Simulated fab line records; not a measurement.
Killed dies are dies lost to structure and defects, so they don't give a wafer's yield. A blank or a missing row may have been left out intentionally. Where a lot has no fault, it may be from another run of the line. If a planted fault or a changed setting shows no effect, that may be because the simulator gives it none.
fab line records    flow sky130
record lots=12  wafers=36  last-day=53
route steps=708 shown POLY_GATE@204 SD_N@358 LOCAL_INTERCONNECT@400 PAD_OPEN@708
lots that met no fault: taken from a fault-free run of the same line
start-h: hours from the record's first day to the start of the lot's first wafer shown    wait-h: time in hours since the lot's previous step    " same as the row above    L1.1+2: a single row standing in for several wafers    - no value present, or no start provided    * or withheld: withheld    < > ~ a bound
route shown NAME@n: names a module that has steps shown in the file, with the first one's number in the route    usual: average and standard deviation across the fault-free wafers    same: alike in all rows    chamber/n: place in a boat    sites: per-site readings    _std_site: how widely they spread, as a standard deviation    _edge_site: inner sites' mean taken away from outer sites' mean    radius-mm: how far each site lies from the wafer's centre    mask NAME#n: copy n    behind: the last tool/chamber to shape the wafer    hold: reason for holding the lot/hours on hold/outcome of the hold    device: the n, p or np transistor that did not switch    end of line: tests of these same wafers at the route's end    a step with no rows: only its recipe    killed: dies lost to structure and defects at the first sort, not the wafer's yield    map: shows each die of a wafer: x if killed, . if not, _ if none is there
set.NAME: the setting that was run; set.NAME@STEP: the one run at that earlier step    model.NAME: the simulator's own value behind a step, which no gauge read
the route's steps for a sample of lots (tables are steps, rows are wafers)
services: a tool's chamber out of use, with start hour (start-h, from the record's first day; less than 0 if before it), hours out, and reason
## steps
# step SKY_POLY_GATE_CVD_00
# recipe material=poly-Si  target-thk-nm=180  temp-c=620  time-s=720  pressure-mtorr=200
# usual pressure-mtorr=200.0/0.44  spike-tc-lower-C=620.9/1.3  zone-power-bottom-pct=12.7/0.44  zone-power-centre-pct=8.55/0.18
lot.wafer  tool      chamber  start-h  wait-h  pressure-mtorr  spike-tc-lower-C  zone-power-bottom-pct  zone-power-centre-pct
L435.2     lpcvd-01  1        325.64   0.0     199.9           618.4             13.1                   8.27
L435.4     "         1        "        "       199.8           620.2             13.2                   8.38
L435.6     "         1        "        "       199.9           618.6             13.1                   8.34
L436.1     lpcvd-01  0        325.64   0.0     200.5           620.4             12.2                   8.62
L436.3     "         0        "        "       200.0           622.1             12.3                   8.68
L436.4     "         0        "        "       200.8           621.7             12.3                   8.74
L439.1     lpcvd-01  1        352.60   0.0     200.7           620.2             13.4                   8.38
L439.5     "         1        "        "       200.8           619.8             12.9                   8.52
L439.6     "         1        "        "       201.2           618.6             13.3                   8.44
L441.1     lpcvd-01  0        365.36   0.0     200.2           620.8             12.5                   8.65
L441.4     "         0        "        "       200.1           624.0             12.2                   8.61
L441.6     "         0        "        "       200.3           622.0             12.4                   8.71
L442.2     lpcvd-01  0        375.76   0.0     199.6           620.0             12.5                   8.48
L442.3     "         0        "        "       200.5           622.6             12.5                   8.70
L442.6     "         0        "        "       200.0           621.8             12.3                   8.72
L444.4     lpcvd-01  1        385.98   0.0     200.3           620.5             13.1                   8.41
L444.5     "         1        "        "       200.5           619.8             13.1                   8.45
L444.6     "         1        "        "       200.6           619.3             13.2                   8.41
L455.1     lpcvd-01  1        478.71   0.0     199.9           620.3             13.3                   8.32
L455.4     "         1        "        "       199.4           619.1             13.3                   8.39
L455.5     "         1        "        "       199.3           619.7             13.3                   8.32
L457.2     lpcvd-01  0        499.26   0.0     199.5           621.6             12.4                   8.60
L457.3     "         0        "        "       199.9           621.6             12.3                   8.69
L457.6     "         0        "        "       199.9           622.8             12.3                   8.57
L458.1     lpcvd-01  1        502.86   0.0     199.9           618.3             13.1                   8.42
L458.4     "         1        "        "       199.9           617.0             13.2                   8.39
L458.6     "         1        "        "       200.2           619.6             13.4                   8.42
L446.1     lpcvd-01  1        524.83   123.1   199.7           618.7             13.0                   8.47
L446.4     "         1        "        "       199.7           619.7             13.3                   8.29
L446.5     "         1        "        "       200.4           621.6             13.2                   8.39
L447.4     lpcvd-01  0        536.30   120.0   199.2           620.1             12.3                   8.78
L447.5     "         0        "        "       199.6           623.7             12.7                   8.73
L447.6     "         0        "        "       199.3           621.6             12.4                   8.75
L448.1     lpcvd-01  1        536.30   120.0   200.3           621.4             12.8                   8.41
L448.2     "         1        "        "       199.9           620.6             13.0                   8.54
L448.4     "         1        "        "       199.8           621.2             13.0                   8.35
# step SKY_SD_N_RS_MEAS_16
# recipe thk-meas-gauge=four-point-probe
# usual SD_N_RS=68.64/0.13
lot.wafer  tool           chamber  start-h  wait-h  SD_N_RS[ohm/sq]
L435.2     film-metro-01  -        661.66   0.1     68.82
L435.4     "              -        "        "       68.81
L435.6     "              -        "        "       68.60
L436.1     film-metro-02  -        662.67   0.1     68.79
L436.3     "              -        "        "       68.47
L436.4     "              -        "        "       68.77
L439.1     film-metro-03  -        689.86   0.1     68.34
L439.5     "              -        "        "       68.45
L439.6     "              -        "        "       68.33
L441.1     film-metro-01  -        699.64   0.1     68.75
L441.4     "              -        "        "       68.69
L441.6     "              -        "        "       68.71
L442.2     film-metro-03  -        709.51   0.1     68.51
L442.3     "              -        "        "       68.46
L442.6     "              -        "        "       68.49
L444.4     film-metro-03  -        722.75   0.1     68.38
L444.5     "              -        "        "       68.29
L444.6     "              -        "        "       68.50
L455.1     film-metro-02  -        799.21   0.1     68.57
L455.4     "              -        "        "       68.56
L455.5     "              -        "        "       68.63
L457.2     film-metro-01  -        819.46   0.1     68.74
L457.3     "              -        "        "       68.73
L457.6     "              -        "        "       68.64
L458.1     film-metro-02  -        820.62   0.1     68.61
L458.4     "              -        "        "       68.53
L458.6     "              -        "        "       68.68
L446.1     film-metro-01  -        857.62   0.1     68.68
L446.4     "              -        "        "       68.73
L446.5     "              -        "        "       68.62
L448.1     film-metro-03  -        866.41   0.1     68.60
L448.2     "              -        "        "       68.64
L448.4     "              -        "        "       68.59
L447.4     film-metro-01  -        866.83   0.1     68.84
L447.5     "              -        "        "       68.91
L447.6     "              -        "        "       68.59
# step SKY_LOCAL_INTERCONNECT_ETCH_13
# recipe chemistry=N2/H2  target=BARC  ion-energy-ev=200  bias-w=100  pressure-mtorr=30  n2-flow-sccm=100  h2-flow-sccm=200  icp-w=500  stop-on=SiO2  time-s=45.9  target-depth-a=600
# usual bias-w=100.0/0.32  drypump-motor-current-A=5.7/0.34  h2-flow-sccm=200.0/0.61  oes-product-au=0.854/0.0046  throttle-valve-pct=13.225/0.0081
lot.wafer  tool          chamber  start-h  wait-h  bias-w  drypump-motor-current-A  h2-flow-sccm  oes-product-au  rf-hours-counter-h  throttle-valve-pct
L435.2     rie-metal-02  0        720.30   0.0     100.1   6.3                      200.0         0.858           15                  13.235
L435.4     "             0        "        "       100.0   6.3                      200.1         0.847           -                   13.228
L435.6     "             1        "        "       100.0   5.3                      200.2         0.858           -                   13.223
L436.1     rie-metal-01  0        720.65   0.0     100.1   5.7                      199.5         0.851           12                  13.223
L436.3     "             0        "        "       100.1   5.7                      200.2         0.855           -                   13.226
L436.4     "             1        "        "       99.8    6.0                      200.5         0.853           -                   13.228
L439.1     rie-metal-02  0        746.95   0.0     99.9    6.3                      200.5         0.853           16                  13.221
L439.5     "             1        "        "       100.0   5.3                      200.4         0.860           -                   13.224
L439.6     "             0        "        "       100.4   6.3                      200.2         0.867           -                   13.224
L441.1     rie-metal-01  1        755.65   0.0     100.5   5.9                      200.5         0.860           8                   13.230
L441.4     "             1        "        "       100.3   5.9                      199.9         0.858           -                   13.225
L441.6     "             1        "        "       101.0   5.9                      199.2         0.850           -                   13.229
L442.2     rie-metal-03  0        765.35   0.0     100.1   5.8                      200.0         0.849           3                   13.217
L442.3     "             0        "        "       99.8    5.7                      200.7         0.856           -                   13.227
L442.6     "             1        "        "       100.3   5.9                      200.6         0.859           -                   13.207
L444.4     rie-metal-02  0        779.45   0.0     100.3   6.3                      200.1         0.849           -                   13.227
L444.5     "             0        "        "       99.9    6.3                      200.9         0.850           -                   13.242
L444.6     "             1        "        "       100.1   5.3                      198.6         0.853           -                   13.219
L455.1     rie-metal-01  1        853.93   0.0     99.6    5.9                      200.5         0.860           13                  13.225
L455.4     "             1        "        "       99.7    5.9                      201.0         0.847           -                   13.240
L455.5     "             1        "        "       99.8    5.9                      201.3         0.850           -                   13.238
L457.2     rie-metal-03  0        873.75   0.0     99.7    5.6                      200.4         0.864           8                   13.230
L457.3     "             1        "        "       100.7   5.9                      199.6         0.855           -                   13.211
L457.6     "             0        "        "       99.8    5.7                      199.9         0.851           -                   13.234
L458.1     rie-metal-02  1        875.25   0.0     100.4   5.3                      200.2         0.848           17                  13.220
L458.4     "             0        "        "       99.9    6.3                      199.5         0.852           -                   13.217
L458.6     "             0        "        "       100.0   6.3                      200.9         0.853           -                   13.197
L446.1     rie-metal-03  1        913.48   0.0     100.1   5.9                      199.3         0.857           15                  13.237
L446.4     "             1        "        "       100.4   5.9                      199.6         0.850           -                   13.238
L446.5     "             0        "        "       100.4   5.7                      200.5         0.848           -                   13.229
L448.1     rie-metal-03  0        921.88   0.0     99.6    5.7                      199.9         0.850           4                   13.227
L448.2     "             0        "        "       100.4   5.7                      199.6         0.853           -                   13.220
L448.4     "             0        "        "       99.8    5.7                      200.1         0.856           -                   13.230
L447.4     rie-metal-01  1        922.28   0.0     100.2   5.9                      200.0         0.849           -                   13.217
L447.5     "             0        "        "       100.1   5.7                      199.5         0.851           -                   13.218
L447.6     "             1        "        "       100.2   5.9                      200.3         0.851           -                   13.227
# step SKY_LOCAL_INTERCONNECT_METAL_ETCH_14
# recipe target-depth-nm=110  stop-on=PSG  chemistry=Cl2/BCl3  target=TiN  resist-sidewall-deg=88  pressure-mtorr=10  icp-w=900  bias-w=48.5  Cl2_flow_sccm=60  bcl3-flow-sccm=30  time-s=31.4
# usual bias-w=48.52/0.14  drypump-motor-current-A=5.7/0.34  oes-product-au=0.946/0.0077  throttle-valve-pct=21.898/0.01
lot.wafer  tool          chamber  start-h  wait-h  bias-w  drypump-motor-current-A  oes-product-au  rf-hours-counter-h  throttle-valve-pct
L435.2     rie-metal-02  0        720.37   0.0     48.43   6.3                      0.954           15                  21.885
L435.4     "             0        "        "       48.55   6.3                      0.960           -                   21.892
L435.6     "             1        "        "       48.52   5.3                      0.958           -                   21.901
L436.1     rie-metal-01  0        720.72   0.0     48.64   5.7                      0.952           12                  21.886
L436.3     "             0        "        "       48.36   5.7                      0.940           -                   21.910
L436.4     "             1        "        "       48.55   5.9                      0.942           -                   21.908
L439.1     rie-metal-02  0        747.02   0.0     48.60   6.3                      0.940           16                  21.906
L439.5     "             1        "        "       48.49   5.3                      0.927           -                   21.918
L439.6     "             0        "        "       48.67   6.3                      0.939           -                   21.920
L441.1     rie-metal-01  1        755.78   0.1     48.67   5.9                      0.930           9                   21.915
L441.4     "             1        "        "       48.68   5.9                      0.941           -                   21.884
L441.6     "             1        "        "       48.67   5.9                      0.948           -                   21.887
L442.2     rie-metal-03  0        765.42   0.0     48.54   5.6                      0.937           3                   21.898
L442.3     "             0        "        "       48.55   5.6                      0.958           -                   21.915
L442.6     "             1        "        "       48.48   5.9                      0.940           -                   21.901
L444.4     rie-metal-02  0        779.51   0.0     48.70   6.3                      0.952           -                   21.904
L444.5     "             0        "        "       48.59   6.3                      0.945           -                   21.908
L444.6     "             1        "        "       48.61   5.3                      0.950           -                   21.889
L455.1     rie-metal-01  1        853.99   0.0     48.53   5.9                      0.956           13                  21.876
L455.4     "             1        "        "       48.34   5.9                      0.942           -                   21.912
L455.5     "             1        "        "       48.51   5.9                      0.942           -                   21.908
L457.2     rie-metal-03  0        873.82   0.0     48.67   5.7                      0.941           9                   21.899
L457.3     "             1        "        "       48.37   5.9                      0.945           -                   21.906
L457.6     "             0        "        "       48.70   5.7                      0.949           -                   21.885
L458.1     rie-metal-02  1        875.32   0.0     48.51   5.3                      0.951           18                  21.887
L458.4     "             0        "        "       48.51   6.3                      0.959           -                   21.894
L458.6     "             0        "        "       48.27   6.3                      0.952           -                   21.893
L446.1     rie-metal-03  1        913.54   0.0     48.40   5.9                      0.949           15                  21.882
L446.4     "             1        "        "       48.49   5.9                      0.953           -                   21.895
L446.5     "             0        "        "       48.52   5.7                      0.952           -                   21.879
L448.1     rie-metal-03  0        922.01   0.1     48.44   5.7                      0.929           4                   21.924
L448.2     "             0        "        "       48.50   5.6                      0.931           -                   21.907
L448.4     "             0        "        "       48.59   5.7                      0.931           -                   21.904
L447.4     rie-metal-01  1        922.33   0.0     48.66   5.9                      0.946           -                   21.902
L447.5     "             0        "        "       48.53   5.7                      0.943           -                   21.914
L447.6     "             1        "        "       48.56   5.9                      0.932           -                   21.899
# step SKY_PAD_OPEN_PROBE_99
# usual killed_at_M0_to_M3=43/6.5  killed_at_M4_up=3.3/2  killed-at-contacts=24/5.2  killed-at-front-end=16/4.2  killed-at-other=0.3/0.6  killed-dies=87/9.3  killed-on-rim=18/4.2  killed-open=47/7.8  killed-short=39/6.2
# same gross-dies=492  killed-at-back-side=0
lot.wafer  tool       chamber  start-h  wait-h  killed_at_M0_to_M3  killed_at_M4_up  killed-at-contacts  killed-at-front-end  killed-at-other  killed-dies  killed-on-rim  killed-open  killed-short
L435.2     prober-01  -        1084.20  0.1     52                  0                21                  16                   1                90           21             52           37
L435.4     prober-01  -        1084.30  0.2     41                  1                21                  9                    0                72           17             37           35
L435.6     prober-01  -        1084.40  0.2     45                  5                19                  20                   1                90           18             44           46
L436.1     prober-01  -        1085.23  0.1     35                  3                23                  19                   1                81           13             41           40
L436.3     prober-01  -        1085.33  0.2     37                  2                22                  21                   0                82           16             47           34
L436.4     prober-01  -        1085.38  0.2     44                  1                22                  21                   0                88           16             45           43
L439.1     prober-02  -        1105.58  0.1     47                  1                26                  19                   1                94           27             47           46
L439.5     prober-02  -        1105.78  0.2     39                  1                20                  16                   0                76           14             41           35
L439.6     prober-02  -        1105.83  0.2     50                  3                28                  11                   0                92           21             41           51
L441.1     prober-02  -        1111.55  0.1     37                  3                29                  21                   1                91           17             55           36
L441.4     prober-02  -        1111.70  0.2     34                  2                23                  26                   1                86           14             39           47
L441.6     prober-02  -        1111.80  0.2     35                  4                27                  16                   0                82           15             47           35
L442.2     prober-02  -        1118.68  0.1     50                  3                34                  10                   0                97           21             59           38
L442.3     prober-02  -        1118.73  0.2     47                  4                23                  6                    0                80           19             38           42
L442.6     prober-02  -        1118.88  0.2     44                  7                24                  11                   0                86           20             44           41
L444.4     prober-02  -        1129.07  0.2     38                  0                19                  18                   0                75           18             35           40
L444.5     prober-02  -        1129.12  0.2     51                  2                18                  10                   0                81           18             41           40
L444.6     prober-02  -        1129.17  0.2     45                  3                26                  10                   0                84           20             43           41
L455.1     prober-01  -        1181.55  0.1     38                  7                22                  20                   0                87           19             53           33
L455.4     prober-01  -        1181.70  0.2     39                  4                23                  19                   0                85           20             39           45
L455.5     prober-01  -        1181.75  0.2     51                  6                21                  21                   0                99           29             47           52
L457.2     prober-01  -        1192.50  0.1     30                  2                21                  19                   0                72           17             32           40
L457.3     prober-01  -        1192.55  0.2     36                  0                18                  12                   0                66           19             32           34
L457.6     prober-01  -        1192.70  0.2     39                  1                33                  13                   0                86           19             42           44
L458.1     prober-02  -        1193.09  0.1     47                  2                27                  25                   0                101          23             46           55
L458.4     prober-02  -        1193.24  0.2     49                  5                27                  19                   0                100          20             47           53
L458.6     prober-02  -        1193.34  0.2     52                  3                17                  11                   0                83           19             49           34
L446.1     prober-02  -        1258.59  0.1     32                  4                19                  18                   0                73           15             40           31
L446.4     prober-02  -        1258.74  0.2     35                  3                24                  13                   0                75           14             40           33
L446.5     prober-02  -        1258.79  0.2     51                  4                17                  23                   2                97           19             42           54
L448.1     prober-01  -        1264.40  0.1     38                  3                29                  24                   3                97           20             50           44
L448.2     prober-01  -        1264.45  0.1     46                  3                33                  20                   0                102          18             69           33
L448.4     prober-01  -        1264.55  0.2     48                  1                30                  15                   1                95           18             50           45
L447.4     prober-02  -        1267.28  0.2     36                  6                23                  16                   0                81           16             44           37
L447.5     prober-02  -        1267.33  0.2     35                  2                22                  22                   1                82           12             38           44
L447.6     prober-02  -        1267.38  0.2     25                  4                20                  17                   2                68           11             33           32
# killed by level:class
L435.2 VIA1:geometric-particle:open=12 METAL1:geometric-particle:short=10 CONTACT:geometric-particle:open=9 VIA3:geometric-particle:open=9 FIELD_ISO:geometric-particle:open=5 LI_CONTACT:geometric-particle:open=5 VIA2:geometric-particle:open=5 FIELD_ISO:geometric-particle:short=4
L435.4 CONTACT:geometric-particle:open=10 VIA1:geometric-particle:open=6 METAL2:geometric-particle:short=5 CONTACT:geometric-particle:short=5 VIA1:geometric-particle:short=5 FIELD_ISO:geometric-particle:open=4 VIA2:geometric-particle:open=4 METAL1:geometric-particle:short=4
L435.6 CONTACT:geometric-particle:open=10 VIA3:geometric-particle:open=9 FIELD_ISO:geometric-particle:short=8 VIA1:geometric-particle:open=7 METAL2:geometric-particle:short=7 VIA3:geometric-particle:short=6 METAL1:geometric-particle:short=4 POLY_GATE:geometric-particle:short=4
L436.1 CONTACT:geometric-particle:open=12 VIA1:geometric-particle:open=7 FIELD_ISO:geometric-particle:short=6 LI_CONTACT:geometric-particle:open=6 VIA1:geometric-particle:short=6 METAL2:geometric-particle:short=5 POLY_GATE:geometric-particle:open=5 METAL1:geometric-particle:short=4
L436.3 VIA2:geometric-particle:open=8 POLY_GATE:geometric-particle:open=7 CONTACT:geometric-particle:open=7 METAL2:geometric-particle:short=6 METAL1:geometric-particle:short=5 VIA1:geometric-particle:open=5 FIELD_ISO:geometric-particle:open=4 LI_CONTACT:geometric-particle:short=4
L436.4 VIA1:geometric-particle:open=13 POLY_GATE:geometric-particle:short=9 METAL2:geometric-particle:short=7 POLY_GATE:geometric-particle:open=6 CONTACT:geometric-particle:open=6 METAL1:geometric-particle:short=6 LI_CONTACT:geometric-particle:open=5 VIA3:geometric-particle:open=5
L439.1 VIA1:geometric-particle:open=14 CONTACT:geometric-particle:short=8 METAL2:geometric-particle:short=8 VIA2:geometric-particle:open=6 FIELD_ISO:geometric-particle:open=5 POLY_GATE:geometric-particle:short=5 LI_CONTACT:geometric-particle:open=5 CONTACT:geometric-particle:open=5
L439.5 VIA1:geometric-particle:open=9 CONTACT:geometric-particle:open=7 LI_CONTACT:geometric-particle:open=6 METAL2:geometric-particle:short=6 POLY_GATE:geometric-particle:open=5 VIA1:geometric-particle:short=5 FIELD_ISO:geometric-particle:open=4 CONTACT:geometric-particle:short=4
L439.6 CONTACT:geometric-particle:open=11 METAL2:geometric-particle:short=9 VIA1:geometric-particle:open=8 CONTACT:geometric-particle:short=7 LI_CONTACT:geometric-particle:short=5 LI_CONTACT:geometric-particle:open=5 VIA2:geometric-particle:short=5 METAL3:geometric-particle:short=5
L441.1 VIA2:geometric-particle:open=9 POLY_GATE:geometric-particle:open=8 LI_CONTACT:geometric-particle:open=8 CONTACT:geometric-particle:open=8 VIA1:geometric-particle:open=8 LI_CONTACT:geometric-particle:short=5 LOCAL_INTERCONNECT:geometric-particle:short=5 METAL2:geometric-particle:short=5
L441.4 FIELD_ISO:geometric-particle:open=7 FIELD_ISO:geometric-particle:short=7 LOCAL_INTERCONNECT:geometric-particle:short=7 METAL2:geometric-particle:short=7 CONTACT:geometric-particle:short=6 CONTACT:geometric-particle:open=6 VIA3:geometric-particle:open=6 VIA2:geometric-particle:open=5
L441.6 VIA2:geometric-particle:open=11 CONTACT:geometric-particle:open=9 FIELD_ISO:geometric-particle:short=6 LI_CONTACT:geometric-particle:open=6 VIA1:geometric-particle:open=6 LOCAL_INTERCONNECT:geometric-particle:short=5 CONTACT:geometric-particle:short=5 VIA3:geometric-particle:open=5
L442.2 CONTACT:geometric-particle:open=13 VIA1:geometric-particle:open=12 VIA3:geometric-particle:open=8 VIA2:geometric-particle:open=7 LOCAL_INTERCONNECT:geometric-particle:short=6 VIA2:geometric-particle:short=6 LI_CONTACT:geometric-particle:open=6 CONTACT:geometric-particle:short=5
L442.3 VIA1:geometric-particle:open=10 CONTACT:geometric-particle:open=8 METAL1:geometric-particle:short=7 VIA2:geometric-particle:open=6 CONTACT:geometric-particle:short=5 LI_CONTACT:geometric-particle:open=5 METAL2:geometric-particle:short=5 VIA3:geometric-particle:open=5
L442.6 CONTACT:geometric-particle:open=11 VIA1:geometric-particle:open=9 VIA2:geometric-particle:open=7 CONTACT:geometric-particle:short=7 METAL2:geometric-particle:short=6 POLY_GATE:geometric-particle:short=5 METAL1:geometric-particle:short=5 METAL4:geometric-particle:short=5
L444.4 VIA1:geometric-particle:open=11 LI_CONTACT:geometric-particle:open=7 FIELD_ISO:geometric-particle:short=6 CONTACT:geometric-particle:short=6 METAL2:geometric-particle:short=6 POLY_GATE:geometric-particle:short=5 FIELD_ISO:geometric-particle:open=4 METAL1:geometric-particle:short=4
L444.5 VIA1:geometric-particle:open=8 METAL2:geometric-particle:short=8 VIA2:geometric-particle:open=8 VIA3:geometric-particle:short=8 CONTACT:geometric-particle:open=7 METAL1:geometric-particle:short=6 LI_CONTACT:geometric-particle:open=5 VIA1:geometric-particle:short=4
L444.6 CONTACT:geometric-particle:open=12 VIA1:geometric-particle:open=9 METAL2:geometric-particle:short=9 METAL1:geometric-particle:short=8 LOCAL_INTERCONNECT:geometric-particle:short=6 VIA3:geometric-particle:open=5 FIELD_ISO:geometric-particle:open=4 LI_CONTACT:geometric-particle:open=4
L455.1 VIA1:geometric-particle:open=16 CONTACT:geometric-particle:open=8 POLY_GATE:geometric-particle:open=5 METAL1:geometric-particle:short=5 CONTACT:geometric-particle:short=4 LI_CONTACT:geometric-particle:open=4 LOCAL_INTERCONNECT:geometric-particle:short=4 VIA2:geometric-particle:open=4
L455.4 CONTACT:geometric-particle:short=7 VIA1:geometric-particle:open=7 METAL2:geometric-particle:short=6 FIELD_ISO:geometric-particle:open=6 VIA2:geometric-particle:open=6 VIA3:geometric-particle:open=6 LOCAL_INTERCONNECT:geometric-particle:short=5 CONTACT:geometric-particle:open=5
L455.5 LI_CONTACT:geometric-particle:open=8 VIA1:geometric-particle:short=8 POLY_GATE:geometric-particle:open=7 VIA1:geometric-particle:open=7 METAL3:geometric-particle:short=7 FIELD_ISO:geometric-particle:open=6 METAL2:geometric-particle:short=6 METAL1:geometric-particle:short=6
L457.2 POLY_GATE:geometric-particle:short=7 CONTACT:geometric-particle:open=6 LOCAL_INTERCONNECT:geometric-particle:short=6 VIA1:geometric-particle:open=6 VIA2:geometric-particle:open=5 FIELD_ISO:geometric-particle:open=4 POLY_GATE:geometric-particle:open=4 CONTACT:geometric-particle:short=4
L457.3 VIA1:geometric-particle:open=9 CONTACT:geometric-particle:short=6 CONTACT:geometric-particle:open=6 METAL2:geometric-particle:short=6 VIA2:geometric-particle:open=5 VIA3:geometric-particle:short=5 FIELD_ISO:geometric-particle:open=4 LI_CONTACT:geometric-particle:open=4
L457.6 CONTACT:geometric-particle:open=13 CONTACT:geometric-particle:short=9 VIA1:geometric-particle:open=9 METAL1:geometric-particle:short=6 METAL3:geometric-particle:short=5 VIA2:geometric-particle:open=5 FIELD_ISO:geometric-particle:short=4 POLY_GATE:geometric-particle:short=4
L458.1 FIELD_ISO:geometric-particle:short=10 METAL1:geometric-particle:short=9 VIA3:geometric-particle:open=8 LOCAL_INTERCONNECT:geometric-particle:short=7 VIA1:geometric-particle:open=7 FIELD_ISO:geometric-particle:open=6 VIA2:geometric-particle:open=6 CONTACT:geometric-particle:open=6
L458.4 VIA1:geometric-particle:open=12 METAL1:geometric-particle:short=8 CONTACT:geometric-particle:open=7 METAL2:geometric-particle:short=7 LI_CONTACT:geometric-particle:open=6 FIELD_ISO:geometric-particle:short=5 LOCAL_INTERCONNECT:geometric-particle:short=5 CONTACT:geometric-particle:short=5
L458.6 VIA1:geometric-particle:open=13 VIA3:geometric-particle:open=9 VIA2:geometric-particle:open=8 CONTACT:geometric-particle:open=7 VIA1:geometric-particle:short=7 METAL2:geometric-particle:short=6 METAL1:geometric-particle:short=6 CONTACT:geometric-particle:short=4
L446.1 CONTACT:geometric-particle:open=7 VIA2:geometric-particle:open=6 LI_CONTACT:geometric-particle:open=6 METAL1:geometric-particle:short=5 VIA1:geometric-particle:open=5 FIELD_ISO:geometric-particle:short=4 VIA1:geometric-particle:short=4 LOCAL_INTERCONNECT:geometric-particle:short=4
L446.4 VIA1:geometric-particle:open=12 CONTACT:geometric-particle:open=11 METAL1:geometric-particle:short=8 POLY_GATE:geometric-particle:short=6 LI_CONTACT:geometric-particle:open=4 CONTACT:geometric-particle:short=4 VIA3:geometric-particle:open=4 LOCAL_INTERCONNECT:geometric-particle:short=3
L446.5 METAL1:geometric-particle:short=12 METAL2:geometric-particle:short=9 VIA2:geometric-particle:open=9 VIA1:geometric-particle:open=8 CONTACT:geometric-particle:open=6 VIA3:geometric-particle:open=5 POLY_GATE:geometric-particle:short=5 LOCAL_INTERCONNECT:geometric-particle:short=5
L448.1 VIA1:geometric-particle:open=9 CONTACT:geometric-particle:open=9 VIA2:geometric-particle:open=8 VIA3:geometric-particle:open=8 FIELD_ISO:geometric-particle:open=7 CONTACT:geometric-particle:short=7 POLY_GATE:geometric-particle:short=6 LI_CONTACT:geometric-particle:open=6
L448.2 VIA1:geometric-particle:open=16 CONTACT:geometric-particle:open=13 LI_CONTACT:geometric-particle:open=10 POLY_GATE:geometric-particle:open=7 FIELD_ISO:geometric-particle:short=6 VIA3:geometric-particle:open=6 VIA2:geometric-particle:open=6 CONTACT:geometric-particle:short=5
L448.4 VIA1:geometric-particle:open=12 LI_CONTACT:geometric-particle:open=9 CONTACT:geometric-particle:open=9 VIA2:geometric-particle:open=7 CONTACT:geometric-particle:short=6 VIA1:geometric-particle:short=6 METAL2:geometric-particle:short=6 VIA2:geometric-particle:short=5
L447.4 LI_CONTACT:geometric-particle:open=9 CONTACT:geometric-particle:open=7 VIA2:geometric-particle:short=6 VIA1:geometric-particle:short=6 VIA1:geometric-particle:open=5 VIA2:geometric-particle:open=5 POLY_GATE:geometric-particle:open=4 VIA3:geometric-particle:open=4
L447.5 CONTACT:geometric-particle:open=10 FIELD_ISO:geometric-particle:short=6 FIELD_ISO:geometric-particle:open=6 CONTACT:geometric-particle:short=5 VIA1:geometric-particle:open=5 VIA3:geometric-particle:short=5 POLY_GATE:geometric-particle:short=4 METAL2:geometric-particle:short=4
L447.6 CONTACT:geometric-particle:open=7 LI_CONTACT:geometric-particle:open=5 METAL2:geometric-particle:short=5 VIA3:geometric-particle:open=5 POLY_GATE:geometric-particle:open=4 POLY_GATE:geometric-particle:short=4 CONTACT:geometric-particle:short=4 METAL1:geometric-particle:short=3
## services
tool          chamber  start-h  hours  kind
rie-metal-03  -        312.53   14.6   pm
lpcvd-01      -        330.31   6.1    pm
rie-metal-02  -        342.85   4.3    pm
rie-metal-02  -        347.18   14.6   pm
rie-metal-01  -        367.39   1.3    repair
rie-metal-01  0        372.07   5.5    repair
rie-metal-01  0        380.93   1.3    repair
rie-metal-02  1        397.80   6.2    repair
lpcvd-01      -        448.24   2.6    repair
lpcvd-01      -        449.26   0.8    repair
lpcvd-01      -        469.89   0.6    repair
rie-metal-02  -        522.82   0.7    repair
lpcvd-01      -        558.11   2.3    repair
rie-metal-02  -        577.64   0.2    repair
rie-metal-03  -        588.50   0.7    repair
rie-metal-02  0        589.71   4.8    repair
rie-metal-03  -        633.00   1.0    repair
rie-metal-02  -        681.15   2.8    pm
rie-metal-02  -        706.81   0.4    repair
lpcvd-01      -        718.66   0.5    repair
rie-metal-02  -        736.51   0.2    repair
rie-metal-01  1        763.96   13.1   repair
rie-metal-01  -        791.61   1.4    pm
lpcvd-01      -        911.69   2.8    pm
## key
first-sign step=SKY_POLY_GATE_CVD_00  reading=wait-h  direction=changed
effect none on later readings
met-at SKY_POLY_GATE_CVD_00
struck-lots L446,L447,L448
struck-wafers L446.1,L446.4,L446.5,L447.4,L447.5,L447.6,L448.1,L448.2,L448.4
tester-left-out L446,L447,L448
not-acting-at SKY_SD_N_RS_MEAS_16,SKY_LOCAL_INTERCONNECT_ETCH_13,SKY_LOCAL_INTERCONNECT_METAL_ETCH_14
fault kind=queue-time-violation  tool=lpcvd-01  chamber=0  onset-h=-  steps=SKY_POLY_GATE_CVD_00  delay-hr=120  scope=struck-lots-only
# tester-left-out: of these lots the tester's yield and bins aren't shown, on N5 and GAA mostly nor the transistor test; their killed dies are dies lost to structure and defects alone, not to doping, threshold or leakage, so they don't give the yield
